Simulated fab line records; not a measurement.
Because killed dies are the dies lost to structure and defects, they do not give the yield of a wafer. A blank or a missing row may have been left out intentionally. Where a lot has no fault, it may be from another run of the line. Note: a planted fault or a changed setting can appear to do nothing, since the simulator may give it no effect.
The tool behind it: which one? -- flow gf180mcu -- Sampling: 7 lots, 21 wafers, 2 of 602 route steps

WHAT THE GAUGES SHOWED, per wafer
GF_PSD_OVL_MEAS_08.
lot,measured,on,PSD_OVL (nm)
L767,day 14 21:06,overlay-01,-1.1 -0.7 -0.9
L778,day 18 14:19,overlay-01,1.2 0.9 1.1
L780,day 19 01:26,overlay-01,2.0 0.4 2.5
L782,day 19 20:16,overlay-01,-1.0 -1.0 -0.6
L784,day 20 09:34,overlay-02,0.4 0.5 2.0

TOOL THAT RAN EACH LOT (tool first, then ch and the chambers of the sampled wafers, then the start)
lot,GF_VT_IMPLANT_DEVELOP_17
L767,"litho-track-01 ch 0, day 7 01:37"
L773,"litho-track-02, day 8 13:25"
L775,"litho-track-03, day 8 23:04"
L778,"litho-track-01 ch 0, day 9 17:29"
L780,"litho-track-02 ch 0, day 10 04:34"
L782,"litho-track-03 ch 0, day 10 17:58"
L784,"litho-track-01 ch 0, day 11 07:50"
- GF_VT_IMPLANT_DEVELOP_17: develop time 60 s.

THE ANSWER, worked out from the rows above alone
Rule: the lots themselves supply what counts as usual. The widest of any qualifying gaps counts: lots, ordered by their means at a reading, are off when they make up no more than a third of the lots, leave a main group of 4 or more, and stand apart from it by 3 or more times the standard deviation of that group's means. A main group whose means are all the same, to the digits that the tables above print for the reading, isn't used. A lot without any number at a reading at which 4 lots or more have one is off too. The other lots that the step has rows for count as sound.
No lot is off at any reading shown: from this, nothing can be told.

WHAT THE SIMULATOR HAD INSERTED
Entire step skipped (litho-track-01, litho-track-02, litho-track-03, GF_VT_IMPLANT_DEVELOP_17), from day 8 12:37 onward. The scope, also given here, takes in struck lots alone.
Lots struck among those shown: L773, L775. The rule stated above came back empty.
